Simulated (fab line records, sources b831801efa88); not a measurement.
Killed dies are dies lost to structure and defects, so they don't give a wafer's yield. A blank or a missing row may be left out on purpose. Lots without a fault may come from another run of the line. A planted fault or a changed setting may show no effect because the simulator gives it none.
Which tool did it? | flow gf180mcu | 14 lots, 41 wafers sampled, at 2 steps of a route of 602

WHAT THE GAUGES READ, wafer by wafer
GF_MIM_THK_MEAS_06. Usual: MIM_CVD_05_THK 42.0 nm, standard deviation 0.51.
lot  | measured     | on            | MIM_CVD_05_THK (nm) | flag
L512 | day 25 07:28 | film_metro-02 | 41.5 41.9 43.3      |
L513 | day 26 02:44 | film_metro-04 | 42.6 42.2 42.5      |
L514 | day 26 06:00 | film_metro-04 | 41.8 42.5 42.7      |
L516 | day 26 18:15 | film_metro-02 | 42.3 42.5 42.0      |
L515 | day 26 22:11 | film_metro-03 | 42.9 42.5 42.5      |
L517 | day 26 23:34 | film_metro-03 | 42.2 43.0 42.1      |
L518 | day 27 10:35 | film_metro-03 | 42.0 41.0 41.8      |
L519 | day 27 18:33 | film_metro-04 | 41.9 41.7 42.4      |
L520 | day 28 01:15 | film_metro-02 | 42.0 43.1 42.6      |
L521 | day 28 11:15 | film_metro-03 | 41.4 41.5 41.5      |
L522 | day 28 17:22 | film_metro-02 | 41.8 42.0 41.7      |
L523 | day 29 00:53 | film_metro-04 | 41.9 42.7 42.2      |
L526 | day 29 21:52 | film_metro-04 | 59.4 41.7 42.2      | OFF
L527 | day 30 02:57 | film_metro-04 | 59.6 42.4           | OFF

WHICH TOOL RAN EACH LOT (tool, then ch and the chambers of the sampled wafers, then the start)
lot  | GF_MIM_CVD_05
L512 | pecvd-04 ch 0,1, day 25 07:25
L513 | pecvd-04 ch 0,1,2, day 26 02:41
L514 | pecvd-01 ch 0,1,2, day 26 05:58
L516 | pecvd-02 ch 0,1,2, day 26 18:13
L515 | pecvd-01 ch 0,1,2, day 26 22:08
L517 | pecvd-04 ch 0,1,2, day 26 23:31
L518 | pecvd-02 ch 0,1,2, day 27 10:33
L519 | pecvd-04 ch 1,2, day 27 18:31
L520 | pecvd-04 ch 0,1,2, day 28 01:13
L521 | pecvd-01 ch 1,2, day 28 11:13
L522 | pecvd-01 ch 0,1,2, day 28 17:19
L523 | pecvd-01 ch 1,2, day 29 00:51
L526 | pecvd-01 ch 0,1,2, day 29 21:49
L527 | pecvd-01 ch 0,1, day 30 02:55
- GF_MIM_CVD_05: deposits Si3N4, target thk 42 nm, time 29.086 s.

WHAT THE TOOLS THEMSELVES READ (means of the sampled wafers that have a number; where no wafer has one, the mark that the record gives instead)
GF_MIM_CVD_05. Usual: heater_power_w 651 W, standard deviation 56.
lot  | tool     | heater_power_w (W) | flag
L512 | pecvd-04 | 611                |
L513 | pecvd-04 | 629                |
L514 | pecvd-01 | 633                |
L516 | pecvd-02 | 670                |
L515 | pecvd-01 | 656                |
L517 | pecvd-04 | 633                |
L518 | pecvd-02 | 712                |
L519 | pecvd-04 | 680                |
L520 | pecvd-04 | 619                |
L521 | pecvd-01 | 609                |
L522 | pecvd-01 | 609                |
L523 | pecvd-01 | 646                |
L526 | pecvd-01 | 638                |
L527 | pecvd-01 | 711                |

THE ANSWER, worked out from the rows above alone
Rule: a lot is off if the mean of its wafers that have a number lies more than 3 standard deviations from the usual mean. A lot without any number at a reading at which 4 lots or more have one is off too. The other lots that the step has rows for count as sound. The gauges are gone through in route order, then the tools' own readings, and for those a lot's mean is taken as printed above. The first step at which some lot is off is used, and at that step the reading that is off furthest; a lot without a number counts as furthest.
Off: L526, L527, at GF_MIM_THK_MEAS_06 (MIM_CVD_05_THK).
A tool fits if, at a process step before that reading, it ran every lot that is off, and no sound lot after the first of them. The gauges at GF_MIM_THK_MEAS_06 are tried like those tools. Can't be told from this: 2 tools fit, pecvd-01 at GF_MIM_CVD_05, film_metro-04 at GF_MIM_THK_MEAS_06.

WHAT THE SIMULATOR HAD PUT IN
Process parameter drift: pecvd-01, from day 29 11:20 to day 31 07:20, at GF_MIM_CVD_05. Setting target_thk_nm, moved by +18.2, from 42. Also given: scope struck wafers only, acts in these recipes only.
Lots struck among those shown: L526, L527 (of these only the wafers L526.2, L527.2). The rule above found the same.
